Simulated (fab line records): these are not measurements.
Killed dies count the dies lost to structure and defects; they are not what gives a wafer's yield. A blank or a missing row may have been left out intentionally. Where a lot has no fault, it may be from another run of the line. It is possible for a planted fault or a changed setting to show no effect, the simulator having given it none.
fab line records ; flow sky130
record: lots: 6; wafers: 18; last-day: 50
route steps=708 shown VT_ADJUST_LVTN@104 VT_ADJUST_NCORE@119 PAD_OPEN@708
lots with no fault: from the same line, run without faults
start-h: the number of hours between the record's first day and the start of the first shown wafer of the lot ; wait-h: hours elapsed since this lot's preceding step ; " same as the row above ; L1.1+2: several wafers, shown together as one row ; - no value present, or no start provided ; * or withheld: withheld ; < > ~ a bound
route shown NAME@n: names a module that has steps shown in the file, with the first one's number in the route ; usual: mean/standard deviation taken from wafers without a fault ; same: alike in all rows ; chamber/n: place in a boat ; sites: per-site readings ; _std_site: how widely they spread, as a standard deviation ; _edge_site: inner sites' mean taken away from outer sites' mean ; radius-mm: how far each site lies from the wafer's centre ; mask NAME#n: copy n ; behind: the tool/chamber that last shaped the wafer ; hold: what put the lot on hold/how long, in hours/how the hold closed ; device: names the non-switching transistor (n, p or np) ; end of line: tests run on the same wafers once the route is complete ; a step without rows: its recipe alone ; killed: count of dies lost to structure and defects at first sort (not the wafer's yield) ; map: shows each die of a wafer: x if killed, . if not, _ if none is there
set.NAME: the setting as run; set.NAME@STEP: as run at that earlier step ; model.NAME: the simulator's own value behind a step, which no gauge read
lots seen at some steps along the route; tables by step, rows by wafer
services: the hour from which a tool's chamber was out of use, counted from the record's first day as start-h (under 0 if before that day), plus the number of hours and why
== steps ==
step: SKY_VT_ADJUST_LVTN_OVL_MEAS_07
usual: VT_ADJUST_LVTN_OVL: -1.1/1.4
lot.wafer;tool;chamber;start-h;wait-h;VT_ADJUST_LVTN_OVL[nm]
L169.3;overlay-02;-;192.89;-;0.9
L169.4;overlay-02;-;192.89;-;0.3
L169.5;overlay-02;-;192.89;-;0.2
L173.4;overlay-01;-;208.50;-;-0.2
L173.5;overlay-01;-;208.50;-;-2.3
L173.6;overlay-01;-;208.50;-;-3.2
L182.1;overlay-02;-;283.79;-;-0.8
L182.3;overlay-02;-;283.79;-;-1.3
L182.6;overlay-02;-;283.79;-;-0.6
L183.2;overlay-01;-;285.54;-;0.3
L183.3;overlay-01;-;285.54;-;-1.9
L183.5;overlay-01;-;285.54;-;-2.9
L184.2;overlay-02;-;285.69;-;-2.5
L184.3;overlay-02;-;285.69;-;-4.0
L184.5;overlay-02;-;285.69;-;-3.3
L186.1;overlay-02;-;297.68;-;-0.7
L186.4;overlay-02;-;297.68;-;0.3
L186.6;overlay-02;-;297.68;-;-3.6
step: SKY_VT_ADJUST_LVTN_IMPLANT_08
recipe: species: B; energy-kev: 30; dose-cm2: 1.57e+12; tilt-deg: withheld
step: SKY_VT_ADJUST_LVTN_STRIP_09
recipe: chemistry: O2/N2; power-w: 1400; pressure-mtorr: 1500; platen-temp-c: withheld; o2-flow-sccm: 3000; n2-flow-sccm: 300; overash-fraction: 0.5
usual: drypump-motor-current-A: 5.80/0.3; oes-product-au: 0.722/0.0043; strip-time-to-endpoint-s: 36.96/0.086
lot.wafer;tool;chamber;start-h;wait-h;drypump-motor-current-A;oes-product-au;rf-hours-counter-h;strip-time-to-endpoint-s
L169.3;plasma-asher-02;1;193.10;0.1;5.86;0.721;-;36.92
L169.4;plasma-asher-02;0;193.10;0.1;5.14;0.718;-;36.94
L169.5;plasma-asher-02;1;193.10;0.1;5.88;0.723;-;37.00
L173.4;plasma-asher-03;1;208.70;0.1;5.77;0.719;-;36.93
L173.5;plasma-asher-03;0;208.70;0.1;6.19;0.726;-;36.81
L173.6;plasma-asher-03;1;208.70;0.1;5.79;0.722;-;37.02
L182.1;plasma-asher-01;0;283.98;0.1;5.59;0.721;58;37.08
L182.3;plasma-asher-01;1;283.98;0.1;5.86;0.720;-;37.13
L182.6;plasma-asher-01;1;283.98;0.1;5.85;0.727;-;37.02
L183.2;plasma-asher-01;0;285.72;0.1;5.59;0.725;58;36.96
L183.3;plasma-asher-01;0;285.72;0.1;5.61;0.720;-;36.97
L183.5;plasma-asher-01;0;285.72;0.1;5.61;0.723;-;37.02
L184.2;plasma-asher-03;1;285.87;0.1;5.80;0.730;48;36.89
L184.3;plasma-asher-03;0;285.87;0.1;6.19;0.723;-;36.84
L184.5;plasma-asher-03;1;285.87;0.1;5.78;0.717;-;36.93
L186.1;plasma-asher-01;1;297.87;0.1;5.88;0.721;59;36.95
L186.4;plasma-asher-01;0;297.87;0.1;5.61;0.729;-;36.94
L186.6;plasma-asher-01;0;297.87;0.1;5.61;0.725;-;36.94
step: SKY_VT_ADJUST_LVTN_TW_MEAS_10
usual: VT_ADJUST_LVTN_TW: 243.2/1.6
lot.wafer;tool;chamber;start-h;wait-h;VT_ADJUST_LVTN_TW
L169.3;film-metro-01;-;193.19;0.1;243.8
L169.4;film-metro-01;-;193.19;0.1;243.9
L169.5;film-metro-01;-;193.19;0.1;243.3
L173.4;film-metro-02;-;208.80;0.1;240.7
L173.5;film-metro-02;-;208.80;0.1;240.5
L173.6;film-metro-02;-;208.80;0.1;240.0
L182.1;film-metro-01;-;284.08;0.1;244.9
L182.3;film-metro-01;-;284.08;0.1;244.9
L182.6;film-metro-01;-;284.08;0.1;244.8
L183.2;film-metro-01;-;285.83;0.1;243.4
L183.3;film-metro-01;-;285.83;0.1;244.1
L183.5;film-metro-01;-;285.83;0.1;245.1
L184.2;film-metro-02;-;285.98;0.1;242.1
L184.3;film-metro-02;-;285.98;0.1;241.0
L184.5;film-metro-02;-;285.98;0.1;242.4
L186.1;film-metro-02;-;297.97;0.1;240.7
L186.4;film-metro-02;-;297.97;0.1;241.6
L186.6;film-metro-02;-;297.97;0.1;241.0
step: SKY_VT_ADJUST_LVTN_DEHYDRATE_11
recipe: temp-c: 200; time-s: 60
step: SKY_VT_ADJUST_LVTN_HMDS_12
recipe: prime-time-s: 60; prime-temp-c: 120
step: SKY_VT_ADJUST_LVTN_COAT_13
recipe: resist: NOVOLAK; spin-rpm: 3000; resist-thk-nm: 1140
step: SKY_VT_ADJUST_LVTN_SOFTBAKE_14
recipe: temp-c: 90; time-s: 60; resist: NOVOLAK
step: SKY_VT_ADJUST_LVTN_EXPOSE_15
recipe: mask-id: HVN_STD_DERIVED; na: 0.6; source-shape: conventional; sigma-outer: 0.6; polarization: unpolarized; target-cd-nm: 600; dose-mj: 163
step: SKY_VT_ADJUST_LVTN_PEB_16
recipe: temp-c: withheld; time-s: *; resist: NOVOLAK
step: SKY_VT_ADJUST_LVTN_DEVELOP_17
recipe: resist: NOVOLAK; developer: TMAH; develop-time-s: 60; dev-temp-c: 23
step: SKY_VT_ADJUST_LVTN_OVL_MEAS_18
usual: VT_ADJUST_LVTN_01_OVL: -0.4/1.7
lot.wafer;tool;chamber;start-h;wait-h;VT_ADJUST_LVTN_01_OVL[nm]
L169.3;overlay-02;-;214.05;0.1;-2.3
L169.4;overlay-02;-;214.05;0.1;-2.2
L169.5;overlay-02;-;214.05;0.1;-3.2
L173.4;overlay-01;-;231.45;0.1;-1.1
L173.5;overlay-01;-;231.45;0.1;-0.6
L173.6;overlay-01;-;231.45;0.1;-1.5
L182.1;overlay-01;-;309.58;0.1;-3.5
L182.3;overlay-01;-;309.58;0.1;-1.1
L182.6;overlay-01;-;309.58;0.1;0.2
L183.2;overlay-02;-;311.05;0.1;0.2
L183.3;overlay-02;-;311.05;0.1;1.9
L183.5;overlay-02;-;311.05;0.1;0.9
L184.2;overlay-01;-;311.48;0.1;-1.2
L184.3;overlay-01;-;311.48;0.1;0.5
L184.5;overlay-01;-;311.48;0.1;-1.5
L186.1;overlay-01;-;323.53;0.1;3.8
L186.4;overlay-01;-;323.53;0.1;2.3
L186.6;overlay-01;-;323.53;0.1;1.1
step: SKY_VT_ADJUST_LVTN_IMPLANT_19
recipe: species: B; energy-kev: 30; dose-cm2: 6.5e+11; tilt-deg: withheld
usual: dose-ions-cm2: 6.501e+11/8.1e+08; faraday-current-uA: 3.66/0.07
lot.wafer;tool;chamber;start-h;wait-h;dose-ions-cm2;faraday-current-uA
L169.3;implanter-01;0;214.13;0.1;6.497e+11;3.52
L169.4;implanter-01;0;214.13;0.1;6.504e+11;3.63
L169.5;implanter-01;0;214.13;0.1;6.501e+11;3.73
L173.4;implanter-02;0;231.54;0.1;6.501e+11;3.63
L173.5;implanter-02;0;231.54;0.1;6.501e+11;3.52
L173.6;implanter-02;0;231.54;0.1;6.483e+11;3.76
L182.1;implanter-02;0;309.62;0.0;6.505e+11;3.57
L182.3;implanter-02;0;309.62;0.0;6.503e+11;3.60
L182.6;implanter-02;0;309.62;0.0;6.507e+11;3.59
L183.2;implanter-01;0;311.10;0.0;1.1283e+12;6.23
L183.3;implanter-01;0;311.10;0.0;1.1273e+12;6.55
L183.5;implanter-01;0;311.10;0.0;1.128e+12;6.41
L184.2;implanter-01;0;311.54;0.0;1.1284e+12;6.27
L184.3;implanter-01;0;311.54;0.0;1.1282e+12;6.24
L184.5;implanter-01;0;311.54;0.0;1.1277e+12;6.31
L186.1;implanter-02;0;323.57;0.0;6.495e+11;3.63
L186.4;implanter-02;0;323.57;0.0;6.499e+11;3.53
L186.6;implanter-02;0;323.57;0.0;6.503e+11;3.70
step: SKY_VT_ADJUST_LVTN_STRIP_20
recipe: chemistry: O2/N2; power-w: 1400; pressure-mtorr: 1500; platen-temp-c: withheld; o2-flow-sccm: 3000; n2-flow-sccm: 300; overash-fraction: 0.5
usual: drypump-motor-current-A: 5.7/0.34; oes-product-au: 0.716/0.0046; strip-time-to-endpoint-s: 14.18/0.04
lot.wafer;tool;chamber;start-h;wait-h;drypump-motor-current-A;oes-product-au;rf-hours-counter-h;strip-time-to-endpoint-s
L169.3;plasma-asher-02;1;214.26;0.1;5.9;0.716;-;14.16
L169.4;plasma-asher-02;0;214.26;0.1;5.1;0.713;-;14.22
L169.5;plasma-asher-02;0;214.26;0.1;5.1;0.717;-;14.19
L173.4;plasma-asher-03;1;231.65;0.1;5.8;0.721;-;14.17
L173.5;plasma-asher-03;1;231.65;0.1;5.8;0.713;-;14.17
L173.6;plasma-asher-03;0;231.65;0.1;6.2;0.706;-;14.15
L182.1;plasma-asher-03;0;309.76;0.1;6.2;0.712;50;14.10
L182.3;plasma-asher-03;1;309.76;0.1;5.8;0.724;-;14.14
L182.6;plasma-asher-03;0;309.76;0.1;6.2;0.718;-;14.10
L183.2;plasma-asher-02;0;311.23;0.1;5.1;0.722;64;14.25
L183.3;plasma-asher-02;0;311.23;0.1;5.1;0.724;-;14.22
L183.5;plasma-asher-02;1;311.23;0.1;5.9;0.722;-;14.26
L184.2;plasma-asher-02;0;311.66;0.1;5.1;0.714;64;14.17
L184.3;plasma-asher-02;1;311.66;0.1;5.9;0.708;-;14.22
L184.5;plasma-asher-02;1;311.66;0.1;5.8;0.720;-;14.26
L186.1;plasma-asher-03;1;323.72;0.1;5.8;0.714;51;14.23
L186.4;plasma-asher-03;1;323.72;0.1;5.8;0.714;-;14.19
L186.6;plasma-asher-03;0;323.72;0.1;6.2;0.719;-;14.21
step: SKY_VT_ADJUST_LVTN_TW_MEAS_21
usual: VT_ADJUST_LVTN_2_TW: 189.3/1.3
lot.wafer;tool;chamber;start-h;wait-h;VT_ADJUST_LVTN_2_TW
L169.3;film-metro-01;-;214.35;0.1;189.7
L169.4;film-metro-01;-;214.35;0.1;188.4
L169.5;film-metro-01;-;214.35;0.1;188.5
L173.4;film-metro-04;-;231.75;0.1;191.0
L173.5;film-metro-04;-;231.75;0.1;189.6
L173.6;film-metro-04;-;231.75;0.1;189.8
L182.1;film-metro-02;-;309.86;0.1;187.2
L182.3;film-metro-02;-;309.86;0.1;188.8
L182.6;film-metro-02;-;309.86;0.1;187.3
L183.2;film-metro-04;-;311.34;0.1;221.7
L183.3;film-metro-04;-;311.34;0.1;221.8
L183.5;film-metro-04;-;311.34;0.1;221.4
L184.2;film-metro-01;-;311.77;0.1;222.8
L184.3;film-metro-01;-;311.77;0.1;221.4
L184.5;film-metro-01;-;311.77;0.1;221.7
L186.1;film-metro-04;-;323.82;0.1;189.9
L186.4;film-metro-04;-;323.82;0.1;191.6
L186.6;film-metro-04;-;323.82;0.1;192.1
step: SKY_VT_ADJUST_NCORE_DEHYDRATE_00
recipe: temp-c: 200; time-s: 60
step: SKY_PAD_OPEN_PROBE_99
usual: killed_at_M0_to_M3: 43/7.4; killed_at_M4_up: 3.1/1.8; killed-at-contacts: 26/5.6; killed-at-front-end: 15/4.9; killed-at-other: 0.2/0.44; killed-dies: 87/10; killed-open: 48/7.6; killed-short: 39/6.2
same: gross-dies: 492; killed-at-back-side: 0
lot.wafer;tool;chamber;start-h;wait-h;killed_at_M0_to_M3;killed_at_M4_up;killed-at-contacts;killed-at-front-end;killed-at-other;killed-dies;killed-open;killed-short;model.etest.pfet_16v.r-on-ohm-um;model.etest.res-pwell-under-gate.rs-ohm-sq;model.etest.nfet-g5v0d10v5.r-on-ohm-um;model.etest.tip_n_5v.rs-ohm-sq;model.etest.nfet-g5v0d10v5.drive-ua-um;model.etest.nfet_16v.drive-ua-um;model.etest.pfet_16v.drive-ua-um;model.etest.ring_5v.delay-ps
L169.3;prober-02;-;1123.58;0.2;47;5;25;11;2;90;44;45;1.544e+04;2304;1887;1389;611.8;221.2;243;44.7
L169.4;prober-02;-;1123.63;0.2;44;4;28;20;0;96;58;38;1.566e+04;2273;1890;1388;595.8;219.7;240;45.23
L169.5;prober-02;-;1123.68;0.2;35;2;25;7;1;70;39;30;1.532e+04;2274;1891;1378;602.3;218.8;240.5;44.56
L173.4;prober-01;-;1139.31;0.2;31;4;25;15;0;75;39;35;1.484e+04;2258;1854;1369;614.1;230.2;248.1;44.6
L173.5;prober-01;-;1139.36;0.2;53;2;22;13;0;90;46;44;1.513e+04;2264;1841;1384;623.5;226.8;247.1;43.49
L173.6;prober-01;-;1139.41;0.2;31;2;28;8;0;69;43;26;1.467e+04;2275;1855;1357;621.2;228.7;248.5;44.73
L182.1;prober-02;-;1188.38;0.1;47;5;28;13;0;93;54;39;1.517e+04;2279;1887;1360;594.5;219.1;242.9;44.88
L182.3;prober-02;-;1188.48;0.2;51;7;29;8;1;96;55;41;1.504e+04;2268;1901;1368;595.2;219.4;242.2;44.62
L182.6;prober-02;-;1188.63;0.2;29;1;18;10;0;58;33;25;1.519e+04;2275;1904;1355;598.3;219.7;241.2;44.94
L184.2;prober-01;-;1189.49;0.1;36;9;25;9;0;79;41;38;1.437e+04;2180;1939;1386;579.4;209.3;252.9;45.03
L184.3;prober-01;-;1189.54;0.2;43;5;38;16;0;102;49;53;1.436e+04;2206;1936;1407;577.2;208.5;255.5;45.08
L184.5;prober-01;-;1189.64;0.2;46;2;36;14;0;98;64;34;1.434e+04;2204;1910;1397;577.4;210;254.3;44.87
L183.2;prober-02;-;1192.74;0.1;37;2;23;16;0;78;41;37;1.465e+04;2197;1921;1416;584.7;214.1;247.9;45.67
L183.3;prober-02;-;1192.79;0.2;42;3;35;17;0;97;52;45;1.513e+04;2186;1896;1400;594.5;215.1;249;45.34
L183.5;prober-02;-;1192.89;0.2;32;5;29;14;0;80;43;36;1.486e+04;2201;1932;1404;584;211.1;248.3;45.49
L186.1;prober-01;-;1201.60;0.1;39;2;31;12;0;84;47;37;1.488e+04;2260;1884;1340;609.8;219.8;246.9;44.6
L186.4;prober-01;-;1201.75;0.2;42;2;26;11;0;81;45;36;1.479e+04;2271;1872;1332;615;224;249.6;44.42
L186.6;prober-01;-;1201.85;0.2;58;1;26;17;0;102;57;44;1.463e+04;2277;1887;1341;596.1;220.5;248.5;45.17
killed by level:class
L169.3 METAL1:geometric-particle:short=10 LI_CONTACT:geometric-particle:open=8 VIA1:geometric-particle:open=8 VIA2:geometric-particle:open=7 METAL2:geometric-particle:short=5 CONTACT:geometric-particle:open=5 CONTACT:geometric-particle:short=5 LI_CONTACT:geometric-particle:short=4
L169.4 CONTACT:geometric-particle:open=16 VIA2:geometric-particle:open=10 VIA1:geometric-particle:open=9 LI_CONTACT:geometric-particle:open=6 METAL1:geometric-particle:short=6 FIELD_ISO:geometric-particle:short=5 FIELD_ISO:geometric-particle:open=4 POLY_GATE:geometric-particle:open=4
L169.5 CONTACT:geometric-particle:open=14 VIA2:geometric-particle:open=7 METAL2:geometric-particle:short=6 VIA1:geometric-particle:open=4 VIA2:geometric-particle:short=4 FIELD_ISO:geometric-particle:open=3 LI_CONTACT:geometric-particle:open=3 LI_CONTACT:geometric-particle:short=3
L173.4 CONTACT:geometric-particle:open=11 METAL1:geometric-particle:short=6 POLY_GATE:geometric-particle:short=4 CONTACT:geometric-particle:short=4 METAL2:geometric-particle:short=4 VIA2:geometric-particle:open=4 VIA3:geometric-particle:open=4 POLY_GATE:geometric-particle:open=3
L173.5 METAL2:geometric-particle:short=11 VIA1:geometric-particle:open=9 CONTACT:geometric-particle:open=8 VIA3:geometric-particle:open=7 LI_CONTACT:geometric-particle:open=5 METAL1:geometric-particle:short=5 VIA2:geometric-particle:open=5 METAL3:geometric-particle:short=5
L173.6 CONTACT:geometric-particle:open=12 LI_CONTACT:geometric-particle:open=10 VIA1:geometric-particle:open=8 VIA2:geometric-particle:open=7 METAL1:geometric-particle:short=5 CONTACT:geometric-particle:short=4 METAL2:geometric-particle:short=3 VIA2:geometric-particle:short=3
L182.1 LI_CONTACT:geometric-particle:open=11 VIA1:geometric-particle:open=10 CONTACT:geometric-particle:open=9 METAL1:geometric-particle:short=8 VIA2:geometric-particle:open=7 METAL2:geometric-particle:short=6 POLY_GATE:geometric-particle:open=5 METAL4:geometric-particle:short=4
L182.3 VIA1:geometric-particle:open=11 LI_CONTACT:geometric-particle:open=9 VIA2:geometric-particle:open=8 METAL1:geometric-particle:short=7 CONTACT:geometric-particle:open=6 VIA3:geometric-particle:open=5 METAL4:geometric-particle:short=5 LOCAL_INTERCONNECT:geometric-particle:short=5
L182.6 CONTACT:geometric-particle:open=8 VIA1:geometric-particle:open=6 VIA2:geometric-particle:open=6 LI_CONTACT:geometric-particle:open=5 POLY_GATE:geometric-particle:short=4 VIA1:geometric-particle:short=4 VIA3:geometric-particle:open=4 METAL1:geometric-particle:short=3
L184.2 METAL2:geometric-particle:short=8 METAL4:geometric-particle:short=8 LI_CONTACT:geometric-particle:open=7 VIA1:geometric-particle:open=7 CONTACT:geometric-particle:open=6 CONTACT:geometric-particle:short=5 VIA3:geometric-particle:open=5 VIA3:geometric-particle:short=4
L184.3 CONTACT:geometric-particle:open=11 LI_CONTACT:geometric-particle:open=9 CONTACT:geometric-particle:short=9 METAL3:geometric-particle:short=6 VIA2:geometric-particle:open=6 POLY_GATE:geometric-particle:short=5 LI_CONTACT:geometric-particle:short=5 METAL1:geometric-particle:short=5
L184.5 LI_CONTACT:geometric-particle:open=13 CONTACT:geometric-particle:open=13 VIA1:geometric-particle:open=9 VIA2:geometric-particle:open=9 VIA1:geometric-particle:short=8 VIA3:geometric-particle:open=7 FIELD_ISO:geometric-particle:open=5 CONTACT:geometric-particle:short=5
L183.2 VIA1:geometric-particle:open=8 LI_CONTACT:geometric-particle:open=7 LOCAL_INTERCONNECT:geometric-particle:short=7 VIA3:geometric-particle:open=6 VIA1:geometric-particle:short=5 FIELD_ISO:geometric-particle:open=4 POLY_GATE:geometric-particle:open=4 VIA2:geometric-particle:open=4
L183.3 CONTACT:geometric-particle:short=12 LI_CONTACT:geometric-particle:open=9 CONTACT:geometric-particle:open=8 VIA1:geometric-particle:open=8 VIA2:geometric-particle:open=7 FIELD_ISO:geometric-particle:open=6 METAL1:geometric-particle:short=6 VIA3:geometric-particle:open=5
L183.5 CONTACT:geometric-particle:open=10 LI_CONTACT:geometric-particle:open=8 VIA3:geometric-particle:open=7 METAL1:geometric-particle:short=6 METAL2:geometric-particle:short=6 POLY_GATE:geometric-particle:short=5 CONTACT:geometric-particle:short=5 POLY_GATE:geometric-particle:open=4
L186.1 CONTACT:geometric-particle:open=9 VIA1:geometric-particle:open=8 METAL2:geometric-particle:short=6 LOCAL_INTERCONNECT:geometric-particle:short=6 VIA3:geometric-particle:open=6 FIELD_ISO:geometric-particle:open=5 CONTACT:geometric-particle:short=5 FIELD_ISO:geometric-particle:short=4
L186.4 VIA1:geometric-particle:open=12 LI_CONTACT:geometric-particle:open=9 CONTACT:geometric-particle:open=7 VIA3:geometric-particle:open=7 CONTACT:geometric-particle:short=6 METAL1:geometric-particle:short=6 POLY_GATE:geometric-particle:open=4 VIA1:geometric-particle:short=4
L186.6 VIA1:geometric-particle:open=19 CONTACT:geometric-particle:open=9 METAL2:geometric-particle:short=8 FIELD_ISO:geometric-particle:open=6 LI_CONTACT:geometric-particle:open=6 VIA2:geometric-particle:open=6 LOCAL_INTERCONNECT:geometric-particle:short=5 METAL1:geometric-particle:short=5
== services ==
tool;chamber;start-h;hours;kind
implanter-01;-;173.02;1.5;repair
plasma-asher-02;-;174.60;5.1;repair
plasma-asher-01;-;202.18;2.8;pm
plasma-asher-01;-;234.53;14.6;pm
implanter-02;-;286.68;3.6;pm
plasma-asher-03;-;290.01;0.7;repair
== key ==
first-sign: step: SKY_VT_ADJUST_LVTN_IMPLANT_19; reading: dose-ions-cm2; direction: up; sigmas: 99+; usual: *; struck: *
effect: step: SKY_VT_ADJUST_LVTN_IMPLANT_19; reading: faraday-current-uA; direction: up; sigmas: 38; usual: 3.66; struck: 6.33
effect: step: SKY_VT_ADJUST_LVTN_TW_MEAS_21; reading: VT_ADJUST_LVTN_2_TW; direction: up; sigmas: 25; usual: 189.3; struck: 221.8
model-effect: step: SKY_PAD_OPEN_PROBE_99; value: etest.pfet_16v.r-on-ohm-um; without: 1.504e+04; struck: 1.462e+04
met-at SKY_VT_ADJUST_LVTN_IMPLANT_19
struck-wafers L183.2,L183.3,L183.5,L184.2,L184.3,L184.5
tester-left-out L183,L184
onset-between 214.13 311.10
fault: kind: process-parameter-drift; tool: implanter-01; chamber: -; onset-h: 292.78; steps: SKY_VT_ADJUST_LVTN_IMPLANT_19; channel: dose-cm2; offset: *; shape: step; end-h: 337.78; acts-in: *; stated: *
tester-left-out: of these lots the tester's yield and bins aren't shown, on N5 and GAA mostly nor the transistor test; their killed dies are dies lost to structure and defects alone, not to doping, threshold or leakage, so they don't give the yield
